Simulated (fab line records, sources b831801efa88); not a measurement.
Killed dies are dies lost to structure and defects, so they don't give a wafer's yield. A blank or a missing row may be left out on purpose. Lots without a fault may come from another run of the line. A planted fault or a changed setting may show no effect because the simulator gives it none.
A struck lot beside a sound one | flow sky130 | 21 steps out of a route of 708
Sound: wafers L587.1, L587.2, L587.3. Struck: wafer L577.1. (L577.3 of the same lot was not struck and is left out.) The cause comes at the end.
At each step with rows: each side's tool, then ch and its chambers, then its first start. Under that, the readings that differ: sound wafers | struck wafers | difference of the means | sigmas: that difference in standard deviations of wafers without a fault.
alike: readings whose means differ by less than 2 such deviations, and words and numbers that are the same on both sides. not compared: withheld readings, readings that some wafer has no value for, bounds like >300 that may hide the same value, and numbers for which the record gives no deviation and whose values overlap.
The two part at a step that has a row with sigmas, a row that says differs or no value, or rows on one side only. Numbers that don't overlap but have no deviation are shown without sigmas and don't part them. A reading that every wafer of one side lacks parts them only if that side has two wafers or more.

first, 1 step without rows for these wafers: SKY_LDD_LDN_IMPLANT_11.
SKY_LDD_LDN_STRIP_12: strips in O2/N2.
  sound on plasma_asher-02 ch 0,1, day 29 17:52; struck on plasma_asher-02 ch 1, day 26 04:18
  alike: drypump_motor_current_A, oes_product_au, strip_time_to_endpoint_s
  not compared: rf_hours_counter_h
SKY_LDD_LDN_TW_MEAS_13:
  sound on film_metro-04, day 29 17:58; struck on film_metro-01, day 26 04:24
  alike: LDD_LDN_TW
then, 2 steps without rows for these wafers: SKY_LDD_LDN_CLEAN_14 (cleans in SC1/SC2, time 150 s); SKY_SPACER_CVD_00 (deposits Si3N4 from DCS/NH3, target thk 43.1 nm, time 740 s).
SKY_SPACER_THK_MEAS_01:
  sound on film_metro-03, day 29 19:17; struck on film_metro-04, day 26 06:41
  alike: SPACER_CVD_00_THK
SKY_SPACER_ETCHBACK_02: etches Si3N4 in CH3F/O2, stops on SiO2, time 46.7 s, target depth 45 nm.
  sound on rie_diel-03 ch 0,1,2, day 29 19:20; struck on rie_diel-02 ch 0, day 26 06:44
  reading                | sound | struck | difference | sigmas
  rf_hours_counter_h (h) | 9 4 3 | 32     | +27        |
  alike: drypump_motor_current_A, oes_product_au, throttle_valve_pct
then, 5 steps without rows for these wafers: SKY_POLY_CUT_DEHYDRATE_00 (time 60 s); SKY_POLY_CUT_HMDS_01 (prime time 60 s); SKY_POLY_CUT_COAT_02 (resist thk 60 nm); SKY_POLY_CUT_COAT_03 (resist thk 450 nm); SKY_POLY_CUT_SOFTBAKE_04 (time 90 s).
SKY_POLY_CUT_EXPOSE_05: exposes mask NPCM, target cd 270 nm.
  sound on krf_scanner-01 ch 0, day 30 09:48; struck on krf_scanner-02 ch 0, day 26 21:41
  alike: mask
then, 2 steps without rows for these wafers: SKY_POLY_CUT_PEB_06; SKY_POLY_CUT_DEVELOP_07 (develop time 60 s).
SKY_POLY_CUT_CD_MEAS_08: target cd 270 nm.
  sound on cd_sem-02, day 30 23:57; struck on cd_sem-02, day 27 11:38
  reading    | sound             | struck | difference | sigmas
  cd_nm (nm) | 270.3 270.3 271.2 | 242.7  | -27.9      | -20
SKY_POLY_CUT_OVL_MEAS_09:
  sound on overlay-01, day 31 00:04; struck on overlay-01, day 27 11:45
  alike: POLY_CUT_OVL
SKY_POLY_CUT_ETCH_10: etches BARC in N2/H2, stops on SiO2, time 45.9 s, target depth 60 nm.
  sound on rie_diel-02 ch 0,1,2, day 31 00:06; struck on rie_diel-04 ch 0, day 27 11:47
  reading                     | sound           | struck | difference | sigmas
  drypump_motor_current_A (A) | 6.2 5.2 4.9     | 6.6    | +1.2       | +3
  model.POLY_CUT.cd_nm (nm)   | 271 271.8 272.2 | 244.5  | -27.2      |
  alike: oes_product_au, throttle_valve_pct
  not compared: rf_hours_counter_h
SKY_POLY_CUT_ETCH_11: etches Si3N4 in CF4/CH2F2/Ar, stops on poly-Si, time 42.5 s, target depth 60 nm.
  sound on rie_diel-02 ch 0,1,2, day 31 00:09; struck on rie_diel-04 ch 0, day 27 11:50
  reading                     | sound           | struck | difference | sigmas
  drypump_motor_current_A (A) | 6.2 5.2 5.0     | 6.6    | +1.1       | +3
  model.POLY_CUT.cd_nm (nm)   | 271 271.8 272.3 | 244.3  | -27.4      |
  alike: oes_product_au, throttle_valve_pct
  not compared: rf_hours_counter_h
SKY_POLY_CUT_STRIP_12: strips in O2/N2.
  sound on plasma_asher-02 ch 0,1, day 31 00:11; struck on plasma_asher-03 ch 0, day 27 11:52
  alike: drypump_motor_current_A, oes_product_au, strip_time_to_endpoint_s
  not compared: rf_hours_counter_h
-- the record jumps here: 21 days lie between the struck wafers' starts before and after (it left off in module POLY_CUT and takes up again in module PAD_OPEN, whose first step shown is number 708 of the route) --
SKY_PAD_OPEN_PROBE_99:
  sound on prober-01, day 50 09:08; struck on prober-01, day 48 01:59
  reading             | sound    | struck | difference | sigmas
  killed_at_front_end | 22 15 13 | 30     | +13        | +3
  alike: killed_at_M0_to_M3, killed_at_M4_up, killed_at_contacts, killed_at_other, killed_dies, killed_open, killed_short

WHERE THEY PART
First at SKY_POLY_CUT_CD_MEAS_08; last, within this record, at SKY_PAD_OPEN_PROBE_99.

WHY: what the simulator had put in
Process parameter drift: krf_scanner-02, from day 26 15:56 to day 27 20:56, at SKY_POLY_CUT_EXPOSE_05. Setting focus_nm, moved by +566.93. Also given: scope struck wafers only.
